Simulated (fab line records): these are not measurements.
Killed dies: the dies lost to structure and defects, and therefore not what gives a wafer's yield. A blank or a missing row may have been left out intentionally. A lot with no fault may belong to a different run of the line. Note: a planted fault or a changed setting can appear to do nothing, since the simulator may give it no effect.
What tool caused it?	flow sky130	33 wafers from 11 lots sampled at 2 of the route's 708 steps

== WHAT THE GAUGES READ, wafer by wafer ==
SKY_METAL1_CD_MEAS_15 targets a cd of 140 nm. Usual: 139.9 nm for cd-nm, sd 1.5.
lot	measured	on	cd-nm (nm)	flag
L970	day 32 13:52	cd-sem-02	142.6 144.3 144.0	
L971	day 33 04:38	cd-sem-01	139.3 139.1 139.4	
L972	day 33 10:10	cd-sem-02	139.7 139.2 138.6	
L973	day 34 02:28	cd-sem-02	140.2 139.2 140.3	
L974	day 34 07:40	cd-sem-01	138.9 139.9 140.2	
L981	day 36 11:40	cd-sem-01	139.7 137.7 138.4	
L983	day 37 03:26	cd-sem-01	141.4 139.7 140.0	
L987	day 38 00:40	cd-sem-01	138.0 138.3 139.0	
L989	day 39 03:08	cd-sem-01	140.1 139.9 139.9	
L990	day 39 15:19	cd-sem-01	140.3 140.9 139.9	
L991	day 40 07:56	cd-sem-02	139.7 138.8 139.1	

== WHICH TOOL RAN EACH LOT (tool, then ch and the chambers of the sampled wafers, then the start) ==
lot	SKY_CONTACT_CMP_27
L970	cmp-01 ch 1,3, day 31 11:19
L971	cmp-02 ch 0,1,3, day 32 01:26
L972	cmp-02 ch 2,3, day 32 06:43
L973	cmp-02 ch 0,1,3, day 32 23:08
L974	cmp-02 ch 0,1, day 33 04:47
L981	cmp-02 ch 1,2,3, day 35 09:43
L983	cmp-01 ch 0,2,3, day 36 01:22
L987	cmp-02 ch 0,3, day 36 23:04
L989	cmp-01 ch 0,1,3, day 38 01:32
L990	cmp-01 ch 0,1,3, day 38 13:35
L991	cmp-01 ch 0,3, day 39 06:56
- SKY_CONTACT_CMP_27: polishes, stops on SiO2, t overpolish 15 s, target thk 0 nm.

== WHAT THE TOOLS THEMSELVES READ (means of the sampled wafers that have a number; where no wafer has one, the mark that the record gives instead) ==
SKY_CONTACT_CMP_27. Usual: motor-current-A 10.9 A, standard deviation 0.96; overpolish-run-s 15.000 s, standard deviation 0.0092; time-to-endpoint-s 81 s, standard deviation 3.5.
lot	tool	motor-current-A (A)	overpolish-run-s (s)	time-to-endpoint-s (s)	flag
L970	cmp-01	10.6	15.009	81	
L971	cmp-02	11.2	14.997	83	
L972	cmp-02	10.9	14.992	79	
L973	cmp-02	11.4	14.999	78	
L974	cmp-02	11.3	14.998	80	
L981	cmp-02	10.6	14.997	80	
L983	cmp-01	10.7	15.005	76	
L987	cmp-02	11.9	15.004	82	
L989	cmp-01	10.2	14.993	82	
L990	cmp-01	10.2	15.002	81	
L991	cmp-01	10.0	14.995	78	

== THE ANSWER, worked out from the rows above alone ==
Rule: take the mean of a lot's wafers that have a number; if it is more than 3 standard deviations from the usual mean, the lot is off. Also off: a lot with no number at a reading for which 4 or more lots have one. The other lots that the step has rows for count as sound. First the gauges in route order, then the tools' own readings, where a lot's mean is used as printed above. At the first step where some lot is off, the reading lying furthest off is the one used; lots without a number count as furthest.
None of the lots is off at any reading shown; this tells nothing.

== WHAT THE SIMULATOR PUT IN ==
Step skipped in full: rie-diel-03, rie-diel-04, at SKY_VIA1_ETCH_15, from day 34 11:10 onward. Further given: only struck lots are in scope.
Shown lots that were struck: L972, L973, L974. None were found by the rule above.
